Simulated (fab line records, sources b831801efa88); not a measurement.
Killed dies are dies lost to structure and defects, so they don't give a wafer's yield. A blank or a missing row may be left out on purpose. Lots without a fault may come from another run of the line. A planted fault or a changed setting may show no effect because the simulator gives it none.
One fault seen from 2 desks | flow sky130 | each desk has only its own numbers; what lay behind them comes last

THE TOOL OWNER'S DESK: pvd_sputter-04
The tool's own readings at SKY_METAL2_SPUTTER_02 (material AlCu, target thk 250 nm, time 13.3 s): means of the sampled wafers that have a number, for each lot that ran on this tool. A lot is out of limits, marked OUT, if its mean lies more than 4 standard deviations from the usual mean; the brackets give that distance.
Columns: A = cathode_dc_power_W at SKY_METAL2_SPUTTER_02, usual 10600 W; B = throttle_valve_pct at SKY_METAL2_SPUTTER_02, usual 30.2 %
lot  | first seen here | A                      | B
L173 | day 34 04:44    | 10601                  | 29.3
L175 | day 35 02:30    | 10601                  | 29.2
L180 | day 36 19:47    | 9119 (-99 or more) OUT | 29.9
L183 | day 36 21:21    | 9119 (-99 or more) OUT | 29.2
L192 | day 40 16:08    | 10599                  | 29.6
L194 | day 40 20:08    | 10601                  | 29.4
This desk's finding: out of limits on L180, L183; first on L180, day 36 19:47 (cathode_dc_power_W at SKY_METAL2_SPUTTER_02). In limits: L173, L175, L192, L194.

THE METROLOGY DESK
What the gauges read, lot by lot, whatever tool the lot ran on: means of the sampled wafers that have a number. A lot is out of limits, marked OUT, if its mean lies more than 4 standard deviations from the usual mean; the brackets give that distance.
Columns: A = METAL2_ALCU_RS at SKY_METAL2_RS_MEAS_05, usual 0.1266 ohm/sq; B = METAL2_ALCU_THK at SKY_METAL2_THK_MEAS_06, usual 254 nm; C = cd_nm at SKY_METAL2_CD_MEAS_15, usual 140.0 nm
lot  | first seen here | A                | B              | C
L172 | day 34 03:30    | 0.1276           | 250            | 141.4
L173 | day 34 04:52    | 0.1261           | 252            | 137.3
L175 | day 35 02:35    | 0.1257           | 255            | 140.6
L180 | day 36 19:53    | 0.1477 (+12) OUT | 220 (-9.5) OUT | 141.7
L183 | day 36 21:26    | 0.1466 (+12) OUT | 221 (-9.1) OUT | 141.1
L186 | day 38 22:43    | 0.1270           | 254            | 140.0
L191 | day 40 12:23    | 0.1287           | 251            | 138.3
L192 | day 40 16:14    | 0.1230           | 261            | 137.8
L194 | day 40 20:15    | 0.1255           | 256            | 138.2
This desk's finding: out of limits on L180, L183; first on L180, day 36 19:53 (METAL2_ALCU_RS at SKY_METAL2_RS_MEAS_05). In limits: L172, L173, L175, L186, L191, L192, L194.

PUT TOGETHER
The tool owner's desk could have raised an alarm at day 36 19:47, on L180, L183.
The metrology desk could have raised an alarm at day 36 19:53, on L180, L183.
Of the lots named, all ran SKY_METAL2_SPUTTER_02 on pvd_sputter-04.

WHAT THE SIMULATOR HAD PUT IN
Process parameter drift: pvd_sputter-04, from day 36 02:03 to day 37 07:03, at SKY_METAL2_SPUTTER_02. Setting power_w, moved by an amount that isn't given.
Lots struck among those shown: L180, L183.
Hours from the fault's start to each desk's first reading out of limits: the tool owner's desk, 18; the metrology desk, 18.
